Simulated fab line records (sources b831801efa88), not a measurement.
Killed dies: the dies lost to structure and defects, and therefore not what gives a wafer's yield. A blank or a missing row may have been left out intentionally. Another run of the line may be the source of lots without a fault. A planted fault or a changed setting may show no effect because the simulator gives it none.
Struck lot and sound lot, side by side | flow sky130 | 14 steps out of a route of 708
Sound: wafers L388.1, L388.5, L388.6. The struck wafers were L391.1, L391.2, L391.3. The cause is named last.
Order at every step that has rows: each side's tool, ch and its chambers, its first start. Under that, the readings that differ: sound wafers | struck wafers | difference of the means | sigmas: that difference in standard deviations of wafers without a fault.
alike: a reading whose means differ by less than 2 such deviations, as well as words and numbers matching on both sides. not compared: withheld readings; readings where some wafer has no value; bounds like >300 that might hide an equal value; numbers whose values overlap and for which the record gives no deviation.
Wherever a step has rows on one side only, a row that says differs or no value, or a row with sigmas, the two part there. When numbers do not overlap yet have no deviation, they are printed without sigmas and do not part them. Lack of a reading on every wafer of one side parts them only where that side has two or more wafers.

first, 7 steps without rows for these wafers: SKY_METAL4_HMDS_06 (prime time 60 s); SKY_METAL4_COAT_07 (resist thk 60 nm); SKY_METAL4_COAT_08 (resist thk 1140 nm); SKY_METAL4_SOFTBAKE_09 (time 90 s); SKY_METAL4_EXPOSE_10 (exposes mask MM4, target cd 300 nm); SKY_METAL4_PEB_11; SKY_METAL4_DEVELOP_12 (develop time 60 s).
SKY_METAL4_CD_MEAS_13 targets a cd of 300 nm.
  sound on cd sem-01 at day 44 21:00; struck on cd sem-02 at day 45 23:54
  alike: cd nm
SKY_METAL4_OVL_MEAS_14:
  sound on overlay-01 at day 44 21:07; struck on overlay-01 at day 46 00:01
  alike: METAL4_OVL
SKY_METAL4_DESCUM_15: chemistry O2, time 8 s.
  sound on rie metal-03 ch 0, day 44 21:09; struck on rie metal-01 ch 1, day 46 00:03
  reading               | sound             | struck            | difference | sigmas
  oes product au (a.u.) | 1.014 1.015 1.003 | 0.998 0.991 0.989 | -0.018     | -2
  alike: chamber pressure mTorr, drypump motor current A
  not compared: rf hours counter h
SKY_METAL4_ETCH_16: etches BARC in N2/H2, stops on SiO2, time 88.2 s, target depth 60 nm.
  sound on rie metal-03 ch 0, day 44 21:13; struck on rie metal-01 ch 1, day 46 00:07
  alike: chamber pressure mTorr, drypump motor current A, oes product au, throttle valve pct
  not compared: rf hours counter h
SKY_METAL4_ETCH_17: etches SiO2 in C4F8/O2/Ar, stops on TiN, time 3.9 s, target depth 15 nm.
  sound on rie diel-02 ch 0,1,3, day 44 21:25; struck on rie diel-02 ch 0,2,3, day 46 00:19
  alike: chamber pressure mTorr, oes product au
  not compared: rf hours counter h
SKY_METAL4_METAL_ETCH_18: etches the open film in Cl2/BCl3, stops on SiO2, target depth 845 nm, time 183.1 s.
  sound on rie metal-01 ch 1, day 44 21:26; struck on rie metal-03 ch 0,1, day 46 00:20
  reading               | sound             | struck                  | difference | sigmas
  oes product au (a.u.) | 0.859 0.868 0.869 | 0.855 0.847 0.854       | -0.013     | -2
  over etch frac        | 0.3 0.3 0.3       | 0.32338 0.32338 0.32338 | +0.02338   |
  alike: chamber pressure mTorr, drypump motor current A, throttle valve pct
  not compared: rf hours counter h, model.KrF-thick_of_METAL4_COAT_08.thk nm
SKY_METAL4_STRIP_19: strips in O2/N2.
  sound on plasma asher-03 ch 0,1, day 44 21:47; struck on plasma asher-04 ch 0,1, day 46 00:31
  alike: chamber pressure mTorr, drypump motor current A, oes product au, strip time to endpoint s
  not compared: rf hours counter h

== WHERE THEY PART ==
Last at SKY_METAL4_METAL_ETCH_18 as far as this record goes, first at SKY_METAL4_DESCUM_15. Later steps at which nothing parts them and some readings are alike: SKY_METAL4_STRIP_19.

WHY: whatever the simulator had introduced
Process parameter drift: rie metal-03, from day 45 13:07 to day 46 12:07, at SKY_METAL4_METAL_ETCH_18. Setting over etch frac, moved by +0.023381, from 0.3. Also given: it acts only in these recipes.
